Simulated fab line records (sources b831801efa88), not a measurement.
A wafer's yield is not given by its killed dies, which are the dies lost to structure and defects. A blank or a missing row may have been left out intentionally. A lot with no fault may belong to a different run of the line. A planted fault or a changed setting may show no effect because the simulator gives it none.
One fault seen from 2 desks || flow gf180mcu || each desk holds nothing but its own numbers, with what lay behind them at the end

== METROLOGY DESK ==
Means of the sampled wafers that have a number, per lot and without regard to the tool the lot ran on: this is what the gauges read. If a lot's mean is further than 4 standard deviations from the usual mean, the lot is out of limits and carries the mark OUT (the distance appears in the brackets).
Columns: A = MVPSD_RS at GF_VT_IMPLANT_RS_MEAS_49, usual 1170 ohm/sq
{"lot": "L168", "first seen here": "day 7 12:47", "A": 1168}
{"lot": "L169", "first seen here": "day 7 19:23", "A": 1172}
{"lot": "L170", "first seen here": "day 8 03:36", "A": 1167}
{"lot": "L178", "first seen here": "day 10 05:59", "A": 1166}
{"lot": "L181", "first seen here": "day 11 02:42", "A": 1165}
{"lot": "L182", "first seen here": "day 11 12:16", "A": 1172}
{"lot": "L183", "first seen here": "day 11 18:36", "A": 1173}
{"lot": "L184", "first seen here": "day 12 04:05", "A": 1175}
{"lot": "L186", "first seen here": "day 12 11:20", "A": 1172}
{"lot": "L187", "first seen here": "day 12 19:29", "A": 1172}
{"lot": "L189", "first seen here": "day 13 12:58", "A": 1165}
{"lot": "L190", "first seen here": "day 13 17:14", "A": 1167}
This desk's finding: nothing out of limits on any of the 12 lots.

== TOOL OWNER'S DESK, wetBench-03 ==
The tool's own readings at GF_STI_WET_ETCH_17 (etches Si3N4 in H3PO4, target depth 45 nm, time 514 s): means of the sampled wafers that have a number, for each lot that ran on this tool. If a lot's mean is further than 4 standard deviations from the usual mean, the lot is out of limits and carries the mark OUT (the distance appears in the brackets).
Columns: A = bathGuardTempC at GF_STI_WET_ETCH_17, usual 159.84 C; B = bathHeatDutyPct at GF_STI_WET_ETCH_17, usual 26.3 %
{"lot": "L170", "first seen here": "day 2 11:58", "A": 159.49, "B": 24.5}
{"lot": "L178", "first seen here": "day 4 04:47", "A": 160.00, "B": 27.6}
{"lot": "L186", "first seen here": "day 5 22:21", "A": 159.84, "B": 27.2}
{"lot": "L187", "first seen here": "day 6 04:14", "A": 159.66, "B": 23.3}
This desk's finding: nothing out of limits on any of the 4 lots.

== PUT TOGETHER ==
Metrology desk: nothing out of limits seen.
Nothing out of limits was seen by the tool owner's desk.

== WHAT HAD BEEN PUT IN BY THE SIMULATOR ==
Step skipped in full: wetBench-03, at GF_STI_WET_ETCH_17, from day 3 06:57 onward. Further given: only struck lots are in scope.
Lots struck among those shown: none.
